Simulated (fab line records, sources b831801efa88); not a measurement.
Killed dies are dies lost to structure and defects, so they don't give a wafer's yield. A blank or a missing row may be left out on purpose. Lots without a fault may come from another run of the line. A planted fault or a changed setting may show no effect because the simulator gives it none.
A struck lot beside a sound one | flow sky130 | 36 steps out of a route of 708
Sound: wafers L119.1, L119.3, L119.4. Struck: wafers L127.5, L127.6. (L127.1 of the same lot was not struck and is left out.) The cause comes at the end.
At each step with rows: each side's tool, then ch and its chambers, then its first start. Under that, the readings that differ: sound wafers | struck wafers | difference of the means | sigmas: that difference in standard deviations of wafers without a fault.
alike: readings whose means differ by less than 2 such deviations, and words and numbers that are the same on both sides. not compared: withheld readings, readings that some wafer has no value for, bounds like >300 that may hide the same value, and numbers for which the record gives no deviation and whose values overlap.
The two part at a step that has a row with sigmas, a row that says differs or no value, or rows on one side only. Numbers that don't overlap but have no deviation are shown without sigmas and don't part them. A reading that every wafer of one side lacks parts them only if that side has two wafers or more.

first, 1 step without rows for these wafers: SKY_METAL2_DEVELOP_14 (develop time 60 s).
SKY_METAL2_CD_MEAS_15: target cd 140 nm.
  sound on cd_sem-01, day 37 00:18; struck on cd_sem-01, day 38 18:40
  alike: cd_nm
SKY_METAL2_OVL_MEAS_16:
  sound on overlay-01, day 37 00:25; struck on overlay-01, day 38 18:47
  alike: METAL2_OVL
then, 1 step without rows for these wafers: SKY_METAL2_DESCUM_17 (chemistry O2, time 8 s).
SKY_METAL2_ETCH_18: etches BARC in N2/H2, stops on SiO2, time 45.9 s, target depth 60 nm.
  sound on rie_metal-01 ch 0,1, day 37 00:29; struck on rie_metal-02 ch 1, day 38 18:53
  alike: drypump_motor_current_A, oes_product_au, throttle_valve_pct
  not compared: rf_hours_counter_h
SKY_METAL2_METAL_ETCH_19: etches the open film in Cl2/BCl3, stops on SiO2, target depth 360 nm, time 78 s.
  sound on rie_metal-01 ch 0,1, day 37 00:33; struck on rie_metal-02 ch 1, day 38 19:01
  alike: drypump_motor_current_A, oes_product_au, throttle_valve_pct
  not compared: rf_hours_counter_h
then, 5 steps without rows for these wafers: SKY_METAL2_STRIP_20 (strips in O2/N2); SKY_METAL2_STRIP_21 (strips in post etch residue remover, time 1200 s); SKY_METAL2_CLEAN_22 (cleans in IPA, time 180 s); SKY_METAL2_CLEAN_23 (cleans in O3/DIW); SKY_VIA2_HDPCVD_00 (deposits SiO2, target thk 1180 nm, time 196.7 s).
SKY_VIA2_THK_MEAS_01:
  sound on film_metro-04, day 37 01:27; struck on film_metro-02, day 38 20:09
  alike: VIA2_HDPCVD_THK
SKY_VIA2_CMP_02: polishes SiO2.
  sound on cmp-01 ch 0,2,3, day 37 01:31; struck on cmp-01 ch 0,3, day 38 20:16
  reading                                  | sound             | struck      | difference | sigmas
  edge_zone_pressure_frac                  | 1.003 1.002 1.011 | 1.000 0.984 | -0.013     | -3
  model.SiO2_of_VIA2_HDPCVD_00.thk_nm (nm) | 495.2 494.9 493.8 | 620.1 617.5 | +124.2     |
  alike: motor_current_A
SKY_VIA2_BOW_MEAS_03:
  sound on film_metro-02, day 37 01:49; struck on film_metro-04, day 38 20:31
  alike: VIA2_BOW
then, 8 steps without rows for these wafers: SKY_VIA2_DEHYDRATE_04 (time 60 s); SKY_VIA2_HMDS_05 (prime time 60 s); SKY_VIA2_COAT_06 (resist thk 60 nm); SKY_VIA2_COAT_07 (resist thk 450 nm); SKY_VIA2_SOFTBAKE_08 (time 90 s); SKY_VIA2_EXPOSE_09 (exposes mask VIM2, target cd 200 nm); SKY_VIA2_PEB_10; SKY_VIA2_DEVELOP_11 (develop time 60 s).
SKY_VIA2_CD_MEAS_12: target cd 200 nm.
  sound on cd_sem-02, day 38 03:25; struck on cd_sem-02, day 39 19:43
  alike: cd_nm
SKY_VIA2_OVL_MEAS_13:
  sound on overlay-02, day 38 03:32; struck on overlay-01, day 39 19:50
  alike: VIA2_OVL
SKY_VIA2_ETCH_14: etches BARC in N2/H2, stops on SiO2, time 45.9 s, target depth 60 nm.
  sound on rie_diel-02 ch 0,1,3, day 38 03:35; struck on rie_diel-03 ch 1,2, day 39 19:53
  reading                     | sound       | struck  | difference                    | sigmas
  drypump_motor_current_A (A) | 5.2 5.3 5.1 | 6.0 6.3 | +1.0                          | +2
  rf_hours_counter_h (h)      | 1 7 15      | - -     | no value on the struck wafers |
  alike: oes_product_au, throttle_valve_pct
SKY_VIA2_ETCH_15: etches SiO2 in C4F8/O2/Ar, stops on TiN, target depth 546 nm, time 84 s.
  sound on rie_diel-02 ch 0,1,3, day 38 03:37; struck on rie_diel-03 ch 1,2, day 39 19:55
  reading                          | sound             | struck      | difference                    | sigmas
  oes_product_au (a.u.)            | 0.940 0.932 0.945 | 0.980 0.989 | +0.045                        | +9
  rf_hours_counter_h (h)           | 1 7 15            | - -         | no value on the struck wafers |
  model.VIA2.feature_depth_nm (nm) | 495.2 494.9 493.8 | 525.4 541.8 | +39.0                         |
  model.etch.depth_nm (nm)         | 495.2 494.9 493.8 | 525.4 541.8 | +39.0                         |
then, 4 steps without rows for these wafers: SKY_VIA2_STRIP_16 (strips in O2/N2); SKY_VIA2_STRIP_17 (strips in post etch residue remover, time 1200 s); SKY_VIA2_CLEAN_18 (cleans in IPA, time 180 s); SKY_VIA2_CLEAN_19 (cleans in O3/DIW).
SKY_VIA2_SPUTTER_20: material TiN, target thk 20 nm, time 80 s.
  sound on pvd_sputter-01, day 38 04:23; struck on pvd_sputter-01, day 39 20:34
  alike: chamber_pressure_pa, throttle_valve_pct
SKY_VIA2_CVD_21: deposits W, target thk 420 nm, time 126.4 s.
  sound on cvd_w-01 ch 0,1, day 38 04:26; struck on cvd_w-02 ch 0,1, day 39 20:38
  alike: heater_power_outer_w, heater_power_w
SKY_VIA2_CMP_24: polishes, stops on SiO2, t overpolish 20 s, target thk 0 nm.
  sound on cmp-01 ch 0,2,3, day 38 04:45; struck on cmp-02 ch 0,3, day 39 21:03
  reading                                  | sound             | struck      | difference | sigmas
  model.SiO2_of_VIA2_HDPCVD_00.thk_nm (nm) | 490.8 490.5 489.4 | 615.7 613.1 | +124.2     |
  alike: edge_zone_pressure_frac, motor_current_A
SKY_METAL3_SPUTTER_00: material Ti, target thk 15 nm, time 10 s.
  the record has rows for the sound wafers here (pvd_sputter-01, day 38 05:03) and none for the struck ones
SKY_METAL3_SPUTTER_01: material TiN, target thk 20 nm, time 16.7 s.
  the record has rows for the sound wafers here (pvd_sputter-01, day 38 05:04) and none for the struck ones
-- the record jumps here: 9 days lie between the struck wafers' starts before and after (it left off in module METAL3 and takes up again in module PAD_OPEN, whose first step shown is number 708 of the route) --
SKY_PAD_OPEN_PROBE_99:
  sound on prober-02, day 47 06:37; struck on prober-02, day 48 11:03
  reading                                | sound | struck | difference | sigmas
  model.etest.met1_comb.under_floor      | 0 0 0 | 1 1    | +1         |
  model.etest.pfet_01v8.under_floor      | 0 0 0 | 1 1    | +1         |
  model.etest.res_xhigh_po.open          | 0 0 0 | 1 1    | +1         |
  model.etest.tip_sonos.open             | 0 0 0 | 1 1    | +1         |
  model.etest.tip_p.open                 | 0 0 0 | 1 1    | +1         |
  model.etest.pfet_g5v0d10v5.under_floor | 0 0 0 | 1 1    | +1         |
  model.etest.cap_thin_oxide.open        | 0 0 0 | 1 1    | +1         |
  model.etest.cap_poly_to_well.open      | 0 0 0 | 1 1    | +1         |

WHERE THEY PART
First at SKY_VIA2_CMP_02; last, within this record, at SKY_METAL3_SPUTTER_01.

WHY: what the simulator had put in
Process parameter drift: cmp-01, from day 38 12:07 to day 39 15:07, at SKY_VIA2_CMP_02. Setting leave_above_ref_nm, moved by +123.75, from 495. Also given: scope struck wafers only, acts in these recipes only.
